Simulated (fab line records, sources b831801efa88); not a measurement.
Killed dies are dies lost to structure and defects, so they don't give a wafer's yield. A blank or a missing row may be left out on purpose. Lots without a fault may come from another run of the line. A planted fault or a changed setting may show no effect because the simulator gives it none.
Which tool did it? | flow gf180mcu | 24 lots, 72 wafers sampled, at 4 steps of a route of 602

WHAT THE GAUGES READ, wafer by wafer
GF_V4_CD_MEAS_14: target cd 260 nm.
lot  | measured     | on        | cd_nm (nm)
L075 | day 24 14:44 | cd_sem-02 | 259.1 259.9 259.2
L074 | day 24 17:31 | cd_sem-02 | 261.0 261.0 261.7
L076 | day 25 01:40 | cd_sem-02 | 262.3 262.9 262.0
L077 | day 25 16:49 | cd_sem-01 | 259.5 258.6 258.4
L078 | day 25 22:33 | cd_sem-01 | 260.8 260.5 260.4
L079 | day 26 00:55 | cd_sem-02 | 258.9 259.5 259.1
L080 | day 26 10:23 | cd_sem-01 | 260.0 261.8 262.0
L081 | day 26 19:19 | cd_sem-01 | 259.2 261.0 259.2
L082 | day 27 01:56 | cd_sem-01 | 259.1 260.7 261.0
L083 | day 27 06:40 | cd_sem-01 | 262.1 262.7 261.2
L084 | day 27 15:55 | cd_sem-01 | 261.9 260.3 260.8
L085 | day 27 21:59 | cd_sem-01 | 258.3 260.2 260.2
L086 | day 28 02:25 | cd_sem-01 | 259.9 261.0 260.8
L087 | day 28 09:31 | cd_sem-01 | 259.7 259.4 260.0
L088 | day 29 00:54 | cd_sem-01 | 260.2 259.8 258.3
L089 | day 29 02:27 | cd_sem-01 | 258.8 260.5 260.5
L090 | day 29 16:10 | cd_sem-01 | 259.9 259.7 259.7
L091 | day 29 18:08 | cd_sem-01 | 258.8 258.4 258.4
L092 | day 29 22:51 | cd_sem-01 | 260.4 261.7 261.1
L093 | day 30 11:26 | cd_sem-02 | 258.6 260.4 259.8
L094 | day 30 13:59 | cd_sem-02 | 259.2 259.3 259.4
L095 | day 30 18:10 | cd_sem-02 | 258.2 259.3 258.1
L096 | day 30 23:56 | cd_sem-01 | 259.6 258.1 259.5
L097 | day 31 10:15 | cd_sem-01 | 262.6 262.4 261.2

WHICH TOOL RAN EACH LOT (tool, then ch and the chambers of the sampled wafers, then the start)
lot  | GF_V2_SPUTTER_22             | GF_V3_CVD_02                    | GF_V3_STRIP_18
L075 | pvd_sputter-04, day 20 13:52 | pecvd-03 ch 0,1,2, day 21 15:17 | plasma_asher-04 ch 0,1, day 22 15:07
L074 | pvd_sputter-04, day 20 17:07 | pecvd-01 ch 0,1,2, day 21 18:34 | plasma_asher-04 ch 0,1, day 22 17:52
L076 | pvd_sputter-03, day 21 02:08 | pecvd-02 ch 0,1,2, day 22 03:35 | plasma_asher-04 ch 0,1, day 23 02:51
L077 | pvd_sputter-01, day 21 17:56 | pecvd-01 ch 0,2, day 22 18:30   | plasma_asher-04 ch 0,1, day 23 17:58
L078 | pvd_sputter-03, day 22 00:00 | pecvd-03 ch 1,2, day 23 01:06   | plasma_asher-03 ch 0,1, day 24 00:16
L079 | pvd_sputter-03, day 22 01:56 | pecvd-02 ch 0,1, day 23 03:16   | plasma_asher-03 ch 1, day 24 02:54
L080 | pvd_sputter-04, day 22 12:34 | pecvd-01 ch 1,2, day 23 13:24   | plasma_asher-01 ch 0,1, day 24 12:59
L081 | pvd_sputter-04, day 22 22:50 | pecvd-02 ch 1,2, day 23 23:16   | plasma_asher-01 ch 0,1, day 24 21:46
L082 | pvd_sputter-04, day 23 05:45 | pecvd-03 ch 0,2, day 24 06:08   | plasma_asher-01 ch 0,1, day 25 05:10
L083 | pvd_sputter-03, day 23 14:07 | pecvd-02 ch 0,1,2, day 24 13:14 | plasma_asher-04 ch 0,1, day 25 11:04
L084 | pvd_sputter-03, day 23 22:29 | pecvd-02 ch 0,1,2, day 24 22:03 | plasma_asher-03 ch 0,1, day 25 20:10
L085 | pvd_sputter-03, day 24 05:24 | pecvd-01 ch 0,1,2, day 25 05:07 | plasma_asher-01 ch 0,1, day 26 02:49
L086 | pvd_sputter-03, day 24 11:40 | pecvd-03 ch 0,1,2, day 25 11:12 | plasma_asher-04 ch 0,1, day 26 08:23
L087 | pvd_sputter-04, day 24 17:32 | pecvd-03 ch 0,1, day 25 16:55   | plasma_asher-03 ch 1, day 26 14:37
L088 | pvd_sputter-03, day 25 10:31 | pecvd-03 ch 0,1, day 26 08:57   | plasma_asher-03 ch 1, day 27 05:46
L089 | pvd_sputter-01, day 25 15:47 | pecvd-03 ch 0,1,2, day 26 14:12 | plasma_asher-03 ch 0,1, day 27 10:37
L090 | pvd_sputter-03, day 26 00:05 | pecvd-01 ch 0,1,2, day 26 21:54 | plasma_asher-04 ch 0,1, day 27 19:22
L091 | pvd_sputter-03, day 26 02:29 | pecvd-01 ch 0,1,2, day 27 00:43 | plasma_asher-04 ch 0,1, day 27 21:41
L092 | pvd_sputter-01, day 26 11:40 | pecvd-03 ch 0,1, day 27 10:24   | plasma_asher-04 ch 0,1, day 28 07:03
L093 | pvd_sputter-03, day 26 22:20 | pecvd-02 ch 1,2, day 27 20:54   | plasma_asher-03 ch 0,1, day 28 21:50
L094 | pvd_sputter-01, day 27 00:53 | pecvd-03 ch 1,2, day 27 22:42   | plasma_asher-03 ch 0,1, day 28 23:15
L095 | pvd_sputter-04, day 27 11:34 | pecvd-01 ch 0,1,2, day 28 08:34 | plasma_asher-04 ch 0,1, day 29 02:54
L096 | pvd_sputter-03, day 27 17:38 | pecvd-01 ch 1,2, day 28 14:42   | plasma_asher-01 ch 0,1, day 29 08:45
L097 | pvd_sputter-03, day 27 23:19 | pecvd-03 ch 0,1,2, day 29 00:41 | plasma_asher-01 ch 0,1, day 29 19:33
- GF_V2_SPUTTER_22: material TiN, target thk 10 nm, time 40 s.
- GF_V3_CVD_02: deposits SiO2 from TEOS, target thk 850 nm, time 96.61 s.
- GF_V3_STRIP_18: strips in O2/N2.

WHAT THE TOOLS THEMSELVES READ (means of the sampled wafers that have a number; where no wafer has one, the mark that the record gives instead)
GF_V2_SPUTTER_22.
lot  | tool           | throttle_valve_pct (%)
L075 | pvd_sputter-04 | 30.6
L074 | pvd_sputter-04 | 29.9
L076 | pvd_sputter-03 | 30.9
L077 | pvd_sputter-01 | 29.9
L078 | pvd_sputter-03 | 30.8
L079 | pvd_sputter-03 | 31.0
L080 | pvd_sputter-04 | 30.5
L081 | pvd_sputter-04 | 29.5
L082 | pvd_sputter-04 | 30.6
L083 | pvd_sputter-03 | 31.4
L084 | pvd_sputter-03 | 30.6
L085 | pvd_sputter-03 | 30.9
L086 | pvd_sputter-03 | 31.3
L087 | pvd_sputter-04 | 30.4
L088 | pvd_sputter-03 | 31.4
L089 | pvd_sputter-01 | 29.2
L090 | pvd_sputter-03 | 31.1
L091 | pvd_sputter-03 | 30.9
L092 | pvd_sputter-01 | 29.3
L093 | pvd_sputter-03 | 31.5
L094 | pvd_sputter-01 | 30.1
L095 | pvd_sputter-04 | 29.8
L096 | pvd_sputter-03 | 30.9
L097 | pvd_sputter-03 | 31.5

GF_V3_CVD_02.
lot  | tool     | heater_power_w (W)
L075 | pecvd-03 | 726
L074 | pecvd-01 | 657
L076 | pecvd-02 | 558
L077 | pecvd-01 | 640
L078 | pecvd-03 | 744
L079 | pecvd-02 | 572
L080 | pecvd-01 | 701
L081 | pecvd-02 | 517
L082 | pecvd-03 | 653
L083 | pecvd-02 | 558
L084 | pecvd-02 | 581
L085 | pecvd-01 | 682
L086 | pecvd-03 | 683
L087 | pecvd-03 | 755
L088 | pecvd-03 | 712
L089 | pecvd-03 | 701
L090 | pecvd-01 | 649
L091 | pecvd-01 | 686
L092 | pecvd-03 | 728
L093 | pecvd-02 | 569
L094 | pecvd-03 | 690
L095 | pecvd-01 | 698
L096 | pecvd-01 | 792
L097 | pecvd-03 | 667

GF_V3_STRIP_18.
lot  | tool            | drypump_motor_current_A (A) | heater_power_w (W) | oes_product_au (a.u.)
L075 | plasma_asher-04 | 6.0                         | 337                | 0.598
L074 | plasma_asher-04 | 6.0                         | 336                | 0.597
L076 | plasma_asher-04 | 6.0                         | 334                | 0.594
L077 | plasma_asher-04 | 5.9                         | 336                | 0.595
L078 | plasma_asher-03 | 5.6                         | 371                | 0.592
L079 | plasma_asher-03 | 5.9                         | 364                | 0.597
L080 | plasma_asher-01 | 5.4                         | 329                | 0.588
L081 | plasma_asher-01 | 5.4                         | 345                | 0.593
L082 | plasma_asher-01 | 5.4                         | 326                | 0.593
L083 | plasma_asher-04 | 6.0                         | 332                | 0.599
L084 | plasma_asher-03 | 5.6                         | 377                | 0.590
L085 | plasma_asher-01 | 5.3                         | 341                | 0.592
L086 | plasma_asher-04 | 6.0                         | 333                | 0.591
L087 | plasma_asher-03 | 5.9                         | 358                | 0.590
L088 | plasma_asher-03 | 5.9                         | 362                | 0.592
L089 | plasma_asher-03 | 5.4                         | 388                | 0.596
L090 | plasma_asher-04 | 6.0                         | 338                | 0.596
L091 | plasma_asher-04 | 6.0                         | 333                | 0.592
L092 | plasma_asher-04 | 6.0                         | 337                | 0.596
L093 | plasma_asher-03 | 5.7                         | 370                | 0.594
L094 | plasma_asher-03 | 5.4                         | 392                | 0.595
L095 | plasma_asher-04 | 6.0                         | 338                | 0.595
L096 | plasma_asher-01 | 5.3                         | 324                | 0.592
L097 | plasma_asher-01 | 5.4                         | 348                | 0.594

THE ANSWER, worked out from the rows above alone
Rule: what is usual is taken from the lots themselves. Put in order of their means at a reading, lots are off if they are a third of the lots or fewer, leave a main group of 4 or more, and stand apart from it by a gap of 3 or more times the standard deviation of the main group's means; of several such gaps the widest counts. A main group whose means are all the same, to the digits that the tables above print for the reading, isn't used. A lot without any number at a reading at which 4 lots or more have one is off too. The other lots that the step has rows for count as sound. The gauges are gone through in route order, then the tools' own readings, and for those a lot's mean is taken as printed above. The first step at which some lot is off is used, and at that step the reading that is off furthest; a lot without a number counts as furthest.
No lot is off at any reading shown: from this, nothing can be told.

WHAT THE SIMULATOR HAD PUT IN
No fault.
